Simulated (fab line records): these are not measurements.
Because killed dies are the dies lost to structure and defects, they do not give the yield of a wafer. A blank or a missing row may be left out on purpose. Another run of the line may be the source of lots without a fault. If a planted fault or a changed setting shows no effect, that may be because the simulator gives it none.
A single fault, viewed from 2 desks | flow gf180mcu | what lay behind the numbers comes last; until then each desk has only its own

## FROM THE METROLOGY DESK
What the gauges read for every lot (on any tool): the sampled wafers with a number, averaged. Any lot whose mean is over 4 standard deviations away from the usual mean is out of limits and marked OUT; that distance is given in the brackets.
Columns: A = M5_OVL at GF_M5_OVL_MEAS_08, usual -1 nm; B = TOP_METAL_OVL at GF_TOP_METAL_OVL_MEAS_15, usual -0.9 nm
lot  | first seen here | A  | B
L522 | day 26 02:53    | 9  | 0.2
L523 | day 26 11:52    | -3 | -0.7
L524 | day 26 21:02    | -2 | -3.4
L525 | day 27 05:02    | -2 | -2.1
L526 | day 27 12:13    | -1 | -0.3
L527 | day 27 21:37    | -7 | -0.5
L528 | day 28 04:43    | 5  | -2.1
L531 | day 29 05:28    | 6  | -1.7
L532 | day 29 10:37    | -2 | 0.2
L537 | day 30 21:13    | 3  | -0.5
L538 | day 31 02:55    | -2 | 0.6
L541 | day 31 18:19    | -6 | -0.6
L540 | day 31 19:16    | -1 | 0.9
L544 | day 32 11:20    | 3  | -2.7
Result from this desk: across the 14 lots, nothing is out of limits.

## DESK OF THE TOOL OWNER: iline stepper-01
The tool's own readings at GF_TOP_METAL_EXPOSE_11 (exposes mask MetalTop, target cd 440 nm): means of the sampled wafers that have a number, for each lot that ran on this tool. Any lot whose mean is over 4 standard deviations away from the usual mean is out of limits and marked OUT; that distance is given in the brackets.
Columns: A = exposure dose mJ cm2 at GF_TOP_METAL_EXPOSE_11, usual 169.93
lot  | first seen here | A
L522 | day 27 12:43    | 169.91
L523 | day 27 21:35    | 169.90
L537 | day 32 02:17    | 172.19 (+13) OUT
L541 | day 32 22:34    | 171.56 (+9.6) OUT
L540 | day 32 23:30    | 171.79 (+11) OUT
Finding of this desk: L537, L540, L541 out of limits; the first was L537 at day 32 02:17, on exposure dose mJ cm2 at GF_TOP_METAL_EXPOSE_11. In limits: L522, L523.

## TAKEN TOGETHER
On L537, L540, L541, at day 32 02:17, an alarm was possible from the tool owner's desk.
Nothing out of limits was seen by the metrology desk.
The metrology desk has L537, L540, L541 on record, within its limits.
Every lot named ran GF_TOP_METAL_EXPOSE_11 on iline stepper-01.

## WHAT THE SIMULATOR HAD INSERTED
Drift in process parameters on iline stepper-01 at GF_TOP_METAL_EXPOSE_11, starting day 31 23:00. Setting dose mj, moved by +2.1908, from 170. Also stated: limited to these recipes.
Struck lots among those shown: L537, L540, L541.
Time in hours from fault onset to the first out-of-limits reading at each desk: the tool owner's desk, 3.
